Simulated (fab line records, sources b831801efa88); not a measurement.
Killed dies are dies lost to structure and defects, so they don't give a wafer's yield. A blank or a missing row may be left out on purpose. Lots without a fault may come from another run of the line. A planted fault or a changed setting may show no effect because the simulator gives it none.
One fault seen from 2 desks | flow sky130 | each desk has only its own numbers; what lay behind them comes last

THE TOOL OWNER'S DESK: rie_metal-03
The tool's own readings at SKY_METAL4_ETCH_16 (etches BARC in N2/H2, stops on SiO2, time 88.2 s, target depth 60 nm): means of the sampled wafers that have a number, for each lot that ran on this tool. A lot is out of limits, marked OUT, if its mean lies more than 4 standard deviations from the usual mean; the brackets give that distance.
Columns: A = drypump_motor_current_A at SKY_METAL4_ETCH_16, usual 6.08 A; B = n2_flow_sccm at SKY_METAL4_ETCH_16, usual 100.0 sccm; C = oes_product_au at SKY_METAL4_ETCH_16, usual 0.625 a.u.; D = run_length_s at SKY_METAL4_ETCH_16, usual 116.6 s; E = throttle_valve_pct at SKY_METAL4_ETCH_16, usual 13.205 %
lot  | first seen here | A    | B     | C               | D              | E
L498 | day 41 22:13    | 5.87 | 100.2 | 0.623           | 116.9          | 13.194
L503 | day 43 08:13    | 6.19 | 100.1 | 0.796 (+37) OUT | 94.3 (-42) OUT | 13.213
L507 | day 44 23:02    | 6.05 | 100.2 | 0.797 (+37) OUT | 94.2 (-42) OUT | 13.211
L519 | day 47 22:16    | 5.89 | 99.7  | 0.627           | 116.7          | 13.204
This desk's finding: out of limits on L503, L507; first on L503, day 43 08:13 (oes_product_au at SKY_METAL4_ETCH_16). In limits: L498, L519.

THE METROLOGY DESK
What the gauges read, lot by lot, whatever tool the lot ran on: means of the sampled wafers that have a number. A lot is out of limits, marked OUT, if its mean lies more than 4 standard deviations from the usual mean; the brackets give that distance.
Columns: A = cd_nm at SKY_METAL3_CD_MEAS_13, usual 299.9 nm
lot  | first seen here | A
L496 | day 38 10:08    | 298.9
L498 | day 38 15:08    | 298.7
L499 | day 38 22:43    | 298.1
L503 | day 40 05:38    | 299.6
L502 | day 40 09:04    | 300.6
L506 | day 41 11:17    | 300.6
L507 | day 41 23:28    | 299.2
L508 | day 43 17:26    | 300.1
L513 | day 44 02:32    | 299.6
L514 | day 44 06:32    | 300.2
L518 | day 44 23:17    | 301.5
L519 | day 45 04:03    | 300.0
This desk's finding: nothing out of limits on any of the 12 lots.

PUT TOGETHER
The tool owner's desk could have raised an alarm at day 43 08:13, on L503, L507.
The metrology desk saw nothing out of limits.
The metrology desk has L503, L507 on record, within its limits.
Of the lots named, all ran SKY_METAL4_ETCH_16 on rie_metal-03.

WHAT THE SIMULATOR HAD PUT IN
Process parameter drift: rie_metal-03, from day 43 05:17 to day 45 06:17, at SKY_METAL4_ETCH_16. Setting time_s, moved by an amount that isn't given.
Lots struck among those shown: L503, L507.
Hours from the fault's start to each desk's first reading out of limits: the tool owner's desk, 3.
